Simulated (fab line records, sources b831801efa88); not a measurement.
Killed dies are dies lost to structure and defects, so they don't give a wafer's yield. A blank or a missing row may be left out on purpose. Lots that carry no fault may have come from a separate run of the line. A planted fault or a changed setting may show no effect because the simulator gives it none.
Problem report in the 8D (eight disciplines) form, filled by code + flow sfq_line + the parts of the form that need people (team, actions taken, sign-off) are left out

## 1. WHAT WENT WRONG
oes_product_au at SFQ_TRILAYER_M3_BARC_OPEN_METAL_ETCH_100 reads a mean of 0.813 a.u. on 5 wafers of 3 lots; wafers without a fault read 0.685 a.u. with a standard deviation of 0.0045. That is +28 standard deviations from the usual mean.
The step: etches BARC in O2, target depth 125 nm, time 41.7 s.
The first sign was on wafer L852.2 at day 29 21:40, on rie_metal-03. At this step, 18 wafers from 7 lots have a number in the record. The rule behind "out" and "out of limits": a value lying over 4 standard deviations away from the usual mean. The rest of the wafers with a number are treated as sound.

## 2. WHAT THIS IS AND IS NOT
| question                    | is                                     | is not                                                                         |
|-----------------------------|----------------------------------------|--------------------------------------------------------------------------------|
| which readings at this step | oes_product_au, run_length_s           | drypump_motor_current_A                                                        |
| which lots                  | L852, L854, L857                       | L846, L847, L858, L859                                                         |
| which wafers of those lots  | L852.2, L852.4, L854.2, L854.4, L857.4 | L857.1                                                                         |
| read on which tools         | rie_metal-03                           | rie_metal-04                                                                   |
| when                        | from day 29 21:40                      | up to then (6 sound wafers); but 7 sound wafers of L857, L858, L859 came after |

## 3. THE SUSPECTS, EACH WITH WHAT RULES IT OUT
Counting: a tool at a process step up to the reading stays a suspect if it ran every lot that is out. Sound lots after the first of them don't rule it out here, since some wafers of a struck lot are sound.
- rie_metal-03 at SFQ_TRILAYER_M3_BARC_OPEN_METAL_ETCH_100 (etches BARC in O2, target depth 125 nm, time 41.7 s): kept. Every lot that is out went through it, the first being L852 (day 29 21:40); the last sound lot it ran before that was L846 (day 28 10:56). Its own readings are out on those wafers: oes_product_au, run_length_s.
Remaining after the count: rie_metal-03 at SFQ_TRILAYER_M3_BARC_OPEN_METAL_ETCH_100.

## 4. THE CAUSE (what the simulator had put in)
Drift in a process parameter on rie_metal-03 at SFQ_TRILAYER_M3_BARC_OPEN_METAL_ETCH_100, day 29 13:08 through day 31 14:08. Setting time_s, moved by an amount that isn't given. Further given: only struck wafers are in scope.
Only this tool survived the counting.

## 5. THE EFFECT CHAIN, in route order
One row per reading whose mean, taken over the struck wafers that have a number, lies over 3 standard deviations from the usual. Readings are gone through only where the record gives a usual standard deviation; hours: the median, over the lots, of the time from a lot's start at the first step in this table giving one to that lot's start at this step; sigmas: the change measured in usual standard deviations.
| hours | step                                     | reading        | usual      | on struck wafers | change | sigmas |
|-------|------------------------------------------|----------------|------------|------------------|--------|--------|
| 0     | SFQ_TRILAYER_M3_BARC_OPEN_METAL_ETCH_100 | oes_product_au | 0.685 a.u. | 0.813            | +0.128 | +28    |
| 0     | SFQ_TRILAYER_M3_BARC_OPEN_METAL_ETCH_100 | run_length_s   | 70.3 s     | 61.4             | -8.9   | -8.9   |
The process steps in it:
- SFQ_TRILAYER_M3_BARC_OPEN_METAL_ETCH_100: etches BARC in O2, target depth 125 nm, time 41.7 s.

## 6. HOW IT WOULD HAVE BEEN CAUGHT EARLIER
In this record the first reading out of limits was taken at day 29 21:40, 9 hours after the fault began at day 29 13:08.
